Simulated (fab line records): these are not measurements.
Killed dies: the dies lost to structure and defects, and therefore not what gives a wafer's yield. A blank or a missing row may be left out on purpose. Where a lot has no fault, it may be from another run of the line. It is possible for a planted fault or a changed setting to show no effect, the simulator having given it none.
fab line records	flow sky130
record: lots: 5	wafers: 15	last_day: 50
route steps=708 shown VIA2@527 METAL3@532 CAPM@537 PAD_OPEN@708
lots that met no fault: taken from a fault-free run of the same line
start_h: the number of hours between the record's first day and the start of the first shown wafer of the lot	wait_h: how many hours have passed since the lot's step before this one	" repeats the value in the row above	L1.1+2: a single row standing in for several wafers	- either no value or no given start	* or withheld: withheld	< > ~ a bound
route shown NAME@n: NAME is a module with steps in the file, n the number in the route of the first one	usual: mean/standard deviation of fault-free wafers	same: alike in all rows	chamber/n: place in a boat	sites: the reading at each site	_std_site: their standard deviation	_edge_site: inner sites' mean taken away from outer sites' mean	radius_mm: for every site, how far away it sits from the centre of the wafer	mask NAME#n: copy n	behind: tool/chamber where the wafer was last shaped	hold: why the lot was held/for how many hours/how that ended	device: the n, p or np transistor that did not switch	end of line: the route-end tests of the same wafers	for a step that has no rows: nothing shown but its recipe	killed: at the first sort, the dies lost to defects and structure; wafer yield is something else	map: per-die view of a wafer (x killed, . not killed, _ where there is no die)
set.NAME: the run value of the setting; set.NAME@STEP: its run value at that earlier step	model.NAME: the simulator's own value behind a step, which no gauge read
lots at selected steps of the route; one table per step, one row per wafer
services: the hour from which a tool's chamber was out of use, counted from the record's first day as start_h (under 0 if before that day), plus the number of hours and why
== steps ==
step: SKY_VIA2_SPUTTER_20
recipe: material: TiN	target_thk_nm: 20	chamber_pressure_pa: 5	power_w: 4000	time_s: 80
step: SKY_VIA2_CVD_21
recipe: material: W	target_thk_nm: 420	time_s: 126.4	temp_c: 400	pressure_torr: 40
step: SKY_VIA2_CMP_24
recipe: stop_on: SiO2	t_overpolish_s: 20	down_force_psi: 3.5	platen_rpm: 60	target_thk_nm: 0	pad_velocity_m_s: 0.94248
step: SKY_METAL3_SPUTTER_00
recipe: material: Ti	target_thk_nm: 15	power_w: 3000	time_s: 10	chamber_pressure_pa: 0.4
step: SKY_METAL3_SPUTTER_01
recipe: material: TiN	target_thk_nm: 20	power_w: 6500	time_s: 16.7	chamber_pressure_pa: 0.4
step: SKY_METAL3_SPUTTER_02
recipe: material: AlCu	target_thk_nm: 735	power_w: 10600	time_s: 39.1	chamber_pressure_pa: 0.4
step: SKY_METAL3_SPUTTER_03
recipe: material: Ti	target_thk_nm: 5	power_w: 3000	time_s: 3.3	chamber_pressure_pa: 0.4
step: SKY_METAL3_SPUTTER_04
recipe: material: TiN	target_thk_nm: 70	power_w: 6500	time_s: 58.3	chamber_pressure_pa: 0.4
step: SKY_CAPM_CVD_00
recipe: material: SiO2	target_thk_nm: 15.5	temp_c: 400	time_s: withheld	rf_w: 450
step: SKY_CAPM_SPUTTER_02
recipe: material: TiN	target_thk_nm: 200	temp_c: 300	power_w: 6500	time_s: 166.7	chamber_pressure_pa: 0.4
usual: cathode_dc_power_W: 6500.0/1.1	throttle_valve_pct: 29.5/0.98
same: time_s: 166.7
lot.wafer	tool	chamber	start_h	wait_h	cathode_dc_power_W	throttle_valve_pct	model.TiN_of_CAPM_SPUTTER_02.thk_nm
L493.2	pvd_sputter-01	-	900.17	0.0	6499.5	30.2	203
L493.4	"	-	"	"	6499.9	28.3	204
L493.6	"	-	"	"	6498.3	30.2	205.3
L499.3	pvd_sputter-01	-	936.14	0.0	5884.9	28.9	182.1
L499.5	"	-	"	"	5889.2	28.8	181
L499.6	"	-	"	"	5885.3	28.1	182
L501.2	pvd_sputter-01	-	947.01	0.0	5889.5	28.9	179.1
L501.4	"	-	"	"	5886.2	30.0	181.5
L501.6	"	-	"	"	5888.9	28.9	179.5
L502.1	pvd_sputter-01	-	955.20	0.1	5886.9	28.7	177.9
L502.4	"	-	"	"	5887.6	30.0	180.3
L502.5	"	-	"	"	5887.3	28.5	178.3
L509.1	pvd_sputter-04	-	1011.85	0.1	6500.2	29.9	196.5
L509.3	"	-	"	"	6500.1	30.6	198
L509.4	"	-	"	"	6500.2	32.0	193.5
step: SKY_CAPM_RS_MEAS_03
recipe: thk_meas_gauge: four-point-probe	reads: TiN_of_CAPM_SPUTTER_02
usual: CAPM_TIN_RS: 6.94/0.085
lot.wafer	tool	chamber	start_h	wait_h	CAPM_TIN_RS[ohm/sq]
L493.2	film_metro-03	-	900.30	0.1	6.80
L493.4	"	-	"	"	6.76
L493.6	"	-	"	"	6.71
L499.3	film_metro-01	-	936.29	0.1	7.61
L499.5	"	-	"	"	7.66
L499.6	"	-	"	"	7.60
L501.2	film_metro-01	-	947.14	0.1	7.74
L501.4	"	-	"	"	7.64
L501.6	"	-	"	"	7.72
L502.1	film_metro-03	-	955.31	0.1	7.78
L502.4	"	-	"	"	7.68
L502.5	"	-	"	"	7.78
L509.1	film_metro-01	-	1011.96	0.1	7.05
L509.3	"	-	"	"	6.98
L509.4	"	-	"	"	7.14
step: SKY_CAPM_THK_MEAS_04
recipe: thk_meas_gauge: xrf	reads: TiN_of_CAPM_SPUTTER_02
usual: CAPM_TIN_THK: 200.9/2.4
lot.wafer	tool	chamber	start_h	wait_h	CAPM_TIN_THK[nm]
L493.2	film_metro-03	-	900.41	0.1	205.0
L493.4	"	-	"	"	205.4
L493.6	"	-	"	"	207.7
L499.3	film_metro-01	-	936.39	0.1	183.5
L499.5	"	-	"	"	182.0
L499.6	"	-	"	"	183.8
L501.2	film_metro-01	-	947.25	0.1	179.8
L501.4	"	-	"	"	182.8
L501.6	"	-	"	"	180.3
L502.1	film_metro-03	-	955.43	0.1	179.4
L502.4	"	-	"	"	181.5
L502.5	"	-	"	"	180.0
L509.1	film_metro-01	-	1012.08	0.1	200.3
L509.3	"	-	"	"	201.1
L509.4	"	-	"	"	196.5
step: SKY_CAPM_DEHYDRATE_05
recipe: temp_c: 200	time_s: 60
step: SKY_CAPM_HMDS_06
recipe: prime_time_s: 60	prime_temp_c: 120
step: SKY_CAPM_COAT_07
recipe: resist: NOVOLAK	spin_rpm: 3000	resist_thk_nm: 1140
step: SKY_CAPM_SOFTBAKE_08
recipe: temp_c: 90	time_s: 60	resist: NOVOLAK
step: SKY_CAPM_EXPOSE_09
recipe: mask_id: CAPM	na: 0.6	source_shape: conventional	sigma_outer: 0.6	polarization: unpolarized	target_cd_nm: 1000	dose_mj: 159
step: SKY_CAPM_PEB_10
recipe: temp_c: withheld	time_s: *	resist: NOVOLAK
step: SKY_CAPM_DEVELOP_11
recipe: resist: NOVOLAK	developer: TMAH	develop_time_s: 60	dev_temp_c: 23
step: SKY_CAPM_METAL_ETCH_13
recipe: target_depth_nm: 220	stop_on: SiO2	chemistry: Cl2/BCl3	target: TiN	pressure_mtorr: 10	icp_w: 900	bias_w: 48.5	Cl2_flow_sccm: 60	bcl3_flow_sccm: 30	time_s: 62.9
usual: drypump_motor_current_A: 5.9/0.47	oes_product_au: 0.939/0.0078	throttle_valve_pct: 21.904/0.011
same: time_s: 62.9
lot.wafer	tool	chamber	start_h	wait_h	drypump_motor_current_A	oes_product_au	rf_hours_counter_h	throttle_valve_pct
L493.2	rie_metal-04	1	925.16	0.0	6.1	0.953	13	21.895
L493.4	"	1	"	"	6.1	0.955	-	21.901
L493.6	"	0	"	"	5.0	0.957	-	21.875
L499.3	rie_metal-04	1	960.68	0.0	6.1	0.883	-	21.943
L499.5	"	1	"	"	6.1	0.893	-	21.935
L499.6	"	0	"	"	5.0	0.882	-	21.935
L501.2	rie_metal-01	1	970.96	0.0	6.5	0.886	13	21.950
L501.4	"	1	"	"	6.5	0.895	-	21.941
L501.6	"	0	"	"	6.3	0.888	-	21.938
L502.1	rie_metal-01	0	979.30	0.0	6.3	0.879	7	21.957
L502.4	"	0	"	"	6.3	0.886	-	21.937
L502.5	"	1	"	"	6.5	0.878	-	21.951
L509.1	rie_metal-01	0	1034.61	0.0	6.3	0.932	11	21.890
L509.3	"	1	"	"	6.5	0.937	-	21.896
L509.4	"	0	"	"	6.3	0.930	-	21.915
step: SKY_CAPM_STRIP_14
recipe: chemistry: O2/N2	power_w: 1400	pressure_mtorr: 1500	platen_temp_c: withheld	o2_flow_sccm: 3000	n2_flow_sccm: 300	overash_fraction: 0.5
step: SKY_CAPM_STRIP_15
recipe: chemistry: post_etch_residue_remover	time_s: 1200	temp_c: 72.5
step: SKY_CAPM_CLEAN_16
recipe: chemistry: IPA	time_s: 180	temp_c: 25
step: SKY_CAPM_CLEAN_17
recipe: chemistry: O3/DIW	dry: n2_spin
step: SKY_METAL3_DEHYDRATE_05
recipe: temp_c: 200	time_s: 60
step: SKY_METAL3_HMDS_06
recipe: prime_time_s: 60	prime_temp_c: 120
step: SKY_METAL3_COAT_07
recipe: resist: BARC	temp_c: withheld	time_s: withheld	spin_rpm: 3000	resist_thk_nm: 60
step: SKY_METAL3_COAT_08
recipe: resist: KrF-thick	spin_rpm: 3000	resist_thk_nm: 1140
step: SKY_METAL3_SOFTBAKE_09
recipe: temp_c: 100	time_s: 90	resist: KrF-thick
step: SKY_METAL3_EXPOSE_10
recipe: mask_id: MM3	na: 0.68	source_shape: annular	sigma_inner: 0.4	sigma_outer: 0.8	target_cd_nm: 300	dose_mj: 28
step: SKY_METAL3_PEB_11
recipe: peb_temp_c: withheld	peb_time_s: withheld	resist: KrF-thick
step: SKY_METAL3_DEVELOP_12
recipe: develop_time_s: 60	resist: KrF-thick	dev_temp_c: 21
step: SKY_METAL3_DESCUM_15
recipe: chemistry: O2	source_power_w: 150	bias_power_w: 0	pressure_mtorr: 10	temp_c: 40	time_s: 8
step: SKY_METAL3_ETCH_16
recipe: chemistry: N2/H2	target: BARC	ion_energy_ev: 200	bias_w: 100	pressure_mtorr: 30	n2_flow_sccm: 100	h2_flow_sccm: 200	icp_w: 500	stop_on: SiO2	time_s: 88.2	target_depth_a: 600
step: SKY_METAL3_ETCH_17
recipe: target: SiO2	stop_on: TiN	chemistry: C4F8/O2/Ar	source_w: 1500	bias_w: 1200	pressure_mtorr: 40	c4f8_flow_sccm: withheld	O2_flow_sccm: 6	Ar_flow_sccm: 300	time_s: 3.9	target_depth_a: 150
step: SKY_METAL3_METAL_ETCH_18
recipe: target_depth_a: 8450	stop_on: SiO2	over_etch_frac: 0.3	time_s: 183.1	chemistry: Cl2/BCl3	resist_sidewall_deg: 88	pressure_mtorr: 10	icp_w: 900	bias_w: 48.5	Cl2_flow_sccm: 60	bcl3_flow_sccm: 30
step: SKY_METAL3_STRIP_20
recipe: chemistry: post_etch_residue_remover	time_s: 1200	temp_c: 72.5
same: time_s: 1200
lot.wafer	tool	chamber	start_h	wait_h	model.TiN_of_CAPM_SPUTTER_02.thk_nm
L493.2	wet_bench-04	2	951.38	0.1	202.1
L493.4	"	2	"	"	203.1
L493.6	"	2	"	"	204.5
L499.3	wet_bench-04	0	986.16	0.3	181.3
L499.5	"	0	"	"	180.2
L499.6	"	0	"	"	181.2
L501.2	wet_bench-04	0	995.90	0.1	178.2
L501.4	"	0	"	"	180.7
L501.6	"	0	"	"	178.7
L502.1	wet_bench-01	2	1003.48	0.1	177.1
L502.4	"	2	"	"	179.5
L502.5	"	2	"	"	177.4
L509.1	wet_bench-04	1	1057.66	0.1	195.6
L509.3	"	1	"	"	197.2
L509.4	"	1	"	"	192.7
step: SKY_PAD_OPEN_PROBE_99
usual: defect_limited_yield: 82.3/1.9	killed_at_M0_to_M3: 44/6.9	killed_at_M4_up: 3.0/1.5	killed_at_contacts: 24/5.2	killed_at_front_end: 15/4.1	killed_at_other: 0.4/0.62	killed_dies: 87/9.6	killed_open: 47/7	killed_short: 40/6.2	sort_bin_3_pad_short: 0.9/0.43	sort_bin_5_function: 10.5/1.4	sort_bin_6_memory: 6.4/1.2	sort_n_pass: 405/9.6	sort_yield_pct: 82.3/1.9
same: gross_dies: 492	killed_at_back_side: 0	sort_bin_4_leakage[%]: 0	sort_bin_8_speed[%]: 0
lot.wafer	tool	chamber	start_h	wait_h	defect_limited_yield[%]	killed_at_M0_to_M3	killed_at_M4_up	killed_at_contacts	killed_at_front_end	killed_at_other	killed_dies	killed_open	killed_short	sort_bin_3_pad_short[%]	sort_bin_5_function[%]	sort_bin_6_memory[%]	sort_n_pass	sort_yield_pct[%]	model.etest.cap_mim.plate_ohm_sq	model.etest.cap_mim.leak_log10_a_cm2
L493.2	prober-01	-	1114.51	0.1	83.7	40	6	24	10	0	80	43	37	0.6	9.3	6.3	412	83.7	5.96	-8.791
L493.4	prober-01	-	1114.61	0.2	81.5	44	4	23	19	1	91	51	40	1.2	10.8	6.5	401	81.5	5.952	-9.153
L493.6	prober-01	-	1114.71	0.2	82.3	50	5	17	14	1	87	53	34	0.8	10.2	6.7	405	82.3	5.891	-9.124
L499.3	prober-01	-	1143.80	0.2	80.9	50	2	24	18	0	94	51	43	1.4	12.0	5.7	398	80.9	6.576	-8.769
L499.5	prober-01	-	1143.90	0.2	87.2	33	0	20	9	1	63	32	31	1.0	7.3	4.5	429	87.2	6.55	-8.737
L499.6	prober-01	-	1143.95	0.2	83.9	40	3	25	11	0	79	45	34	0.6	10.6	4.9	413	83.9	6.614	-8.678
L501.2	prober-01	-	1151.61	0.1	82.1	41	2	25	20	0	88	45	41	0.6	11.8	5.5	404	82.1	6.726	-8.849
L501.4	prober-01	-	1151.71	0.2	83.1	51	3	12	17	0	83	45	38	0.4	7.5	8.9	409	83.1	6.655	-8.998
L501.6	prober-01	-	1151.81	0.2	79.3	60	2	26	14	0	102	50	51	1.4	12.8	6.5	390	79.3	6.701	-8.676
L502.1	prober-02	-	1155.47	0.1	80.9	41	7	26	19	1	94	42	52	2.6	8.9	7.5	398	80.9	6.801	-8.646
L502.4	prober-02	-	1155.62	0.2	78.9	57	3	25	18	1	104	51	53	0.6	12.0	8.5	388	78.9	6.686	-8.791
L502.5	prober-02	-	1155.67	0.2	83.1	44	4	25	10	0	83	37	46	0.8	10.4	5.7	409	83.1	6.721	-8.846
L509.1	prober-02	-	1196.99	0.1	82.3	46	1	24	15	1	87	51	35	1.2	10.2	6.3	405	82.3	6.189	-8.815
L509.3	prober-02	-	1197.09	0.2	83.1	41	2	22	18	0	83	43	40	1.6	10.8	4.5	409	83.1	6.095	-9.111
L509.4	prober-02	-	1197.14	0.2	83.7	31	5	18	25	1	80	45	35	0.6	10.6	5.1	412	83.7	6.202	-8.97
killed by level:class
L493.2 CONTACT:geometric_particle:open=12 METAL2:geometric_particle:short=8 CONTACT:geometric_particle:short=6 VIA1:geometric_particle:open=6 METAL4:geometric_particle:short=6 LI_CONTACT:geometric_particle:open=5 VIA2:geometric_particle:short=5 VIA2:geometric_particle:open=5
L493.4 VIA1:geometric_particle:open=10 FIELD_ISO:geometric_particle:open=8 LI_CONTACT:geometric_particle:open=8 CONTACT:geometric_particle:open=7 FIELD_ISO:geometric_particle:short=6 METAL1:geometric_particle:short=6 METAL2:geometric_particle:short=6 CONTACT:geometric_particle:short=4
L493.6 VIA1:geometric_particle:open=14 CONTACT:geometric_particle:open=9 METAL2:geometric_particle:short=7 POLY_GATE:geometric_particle:open=6 VIA2:geometric_particle:open=6 VIA3:geometric_particle:open=5 LOCAL_INTERCONNECT:geometric_particle:short=4 VIA1:geometric_particle:short=4
L499.3 VIA3:geometric_particle:open=12 CONTACT:geometric_particle:open=10 METAL1:geometric_particle:short=8 VIA1:geometric_particle:open=7 FIELD_ISO:geometric_particle:short=6 LI_CONTACT:geometric_particle:open=6 VIA2:geometric_particle:open=5 VIA1:geometric_particle:short=4
L499.5 CONTACT:geometric_particle:open=8 VIA1:geometric_particle:open=7 METAL2:geometric_particle:short=6 VIA2:geometric_particle:open=6 LI_CONTACT:geometric_particle:open=4 CONTACT:geometric_particle:short=4 METAL1:geometric_particle:short=4 FIELD_ISO:geometric_particle:open=3
L499.6 LI_CONTACT:geometric_particle:open=12 VIA1:geometric_particle:open=12 CONTACT:geometric_particle:short=6 VIA1:geometric_particle:short=6 VIA2:geometric_particle:open=6 METAL2:geometric_particle:short=5 VIA3:geometric_particle:open=5 FIELD_ISO:geometric_particle:short=3
L501.2 FIELD_ISO:geometric_particle:open=8 LOCAL_INTERCONNECT:geometric_particle:short=7 METAL1:geometric_particle:short=6 VIA1:geometric_particle:open=6 VIA3:geometric_particle:open=6 LI_CONTACT:geometric_particle:open=5 CONTACT:geometric_particle:open=5 VIA2:geometric_particle:short=5
L501.4 VIA1:geometric_particle:open=13 VIA2:geometric_particle:short=9 VIA2:geometric_particle:open=7 FIELD_ISO:geometric_particle:open=6 CONTACT:geometric_particle:open=4 METAL1:geometric_particle:short=4 METAL2:geometric_particle:short=4 VIA3:geometric_particle:open=4
L501.6 VIA1:geometric_particle:open=13 VIA2:geometric_particle:open=9 LI_CONTACT:geometric_particle:open=7 LOCAL_INTERCONNECT:geometric_particle:short=7 VIA1:geometric_particle:short=6 CONTACT:geometric_particle:short=6 METAL1:geometric_particle:short=6 METAL3:geometric_particle:short=6
L502.1 CONTACT:geometric_particle:open=10 CONTACT:geometric_particle:short=9 VIA2:geometric_particle:short=7 METAL4:geometric_particle:short=7 METAL2:geometric_particle:short=6 VIA2:geometric_particle:open=6 LI_CONTACT:geometric_particle:open=5 VIA3:geometric_particle:short=5
L502.4 CONTACT:geometric_particle:open=8 VIA2:geometric_particle:open=8 VIA2:geometric_particle:short=8 LI_CONTACT:geometric_particle:open=7 VIA1:geometric_particle:open=7 FIELD_ISO:geometric_particle:short=6 METAL1:geometric_particle:short=6 CONTACT:geometric_particle:short=5
L502.5 METAL1:geometric_particle:short=12 CONTACT:geometric_particle:open=11 METAL2:geometric_particle:short=6 VIA2:geometric_particle:open=5 LI_CONTACT:geometric_particle:open=4 CONTACT:geometric_particle:short=4 VIA1:geometric_particle:short=4 VIA1:geometric_particle:open=4
L509.1 CONTACT:geometric_particle:open=10 VIA1:geometric_particle:open=9 VIA3:geometric_particle:open=9 METAL2:geometric_particle:short=7 CONTACT:geometric_particle:short=6 VIA2:geometric_particle:open=6 FIELD_ISO:geometric_particle:open=5 METAL1:geometric_particle:short=4
L509.3 VIA1:geometric_particle:open=8 LI_CONTACT:geometric_particle:open=7 FIELD_ISO:geometric_particle:short=6 CONTACT:geometric_particle:open=6 VIA2:geometric_particle:open=6 CONTACT:geometric_particle:short=4 VIA3:geometric_particle:open=4 METAL1:geometric_particle:short=4
L509.4 VIA1:geometric_particle:open=10 VIA3:geometric_particle:open=8 POLY_GATE:geometric_particle:open=7 FIELD_ISO:geometric_particle:short=6 POLY_GATE:geometric_particle:short=5 LI_CONTACT:geometric_particle:open=5 CONTACT:geometric_particle:open=5 METAL4:geometric_particle:short=5
== services ==
tool	chamber	start_h	hours	kind
rie_metal-04	0	887.31	3.6	repair
rie_metal-01	-	959.68	2.8	pm
pvd_sputter-04	0	991.07	-	consumable_replace:kit
pvd_sputter-04	0	991.07	18.0	scheduled_down
pvd_sputter-04	0	991.07	18.0	vent_cycle
rie_metal-01	-	1011.82	1.4	pm
pvd_sputter-01	-	1022.62	5.0	repair
rie_metal-04	-	1056.90	14.6	pm
== key ==
first_sign: step: SKY_CAPM_SPUTTER_02	reading: cathode_dc_power_W	direction: down	sigmas: 99+	usual: 6500.0	struck: 5887.3
effect: step: SKY_CAPM_RS_MEAS_03	reading: CAPM_TIN_RS	direction: up	sigmas: 8.9	usual: 6.94	struck: 7.69
effect: step: SKY_CAPM_THK_MEAS_04	reading: CAPM_TIN_THK	direction: down	sigmas: 8.1	usual: 200.9	struck: 181.5
effect: step: SKY_CAPM_METAL_ETCH_13	reading: oes_product_au	direction: down	sigmas: 6.9	usual: 0.939	struck: 0.885
model_effect: step: SKY_CAPM_SPUTTER_02	value: TiN_of_CAPM_SPUTTER_02.thk_nm	without: 199	struck: 180.2
model_effect: step: SKY_METAL3_STRIP_20	value: TiN_of_CAPM_SPUTTER_02.thk_nm	without: 198.2	struck: 179.4
model_effect: step: SKY_PAD_OPEN_PROBE_99	value: etest.cap_mim.plate_ohm_sq	without: 6.038	struck: 6.67
met_at SKY_CAPM_SPUTTER_02
struck_wafers L499.3,L499.5,L499.6,L501.2,L501.4,L501.6,L502.1,L502.4,L502.5
onset_between 900.17 936.14
fault: kind: process_parameter_drift	tool: pvd_sputter-01	chamber: -	onset_h: 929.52	steps: SKY_CAPM_SPUTTER_02	channel: power_w	offset: *	shape: step	end_h: 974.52	acts_in: *	stated: *
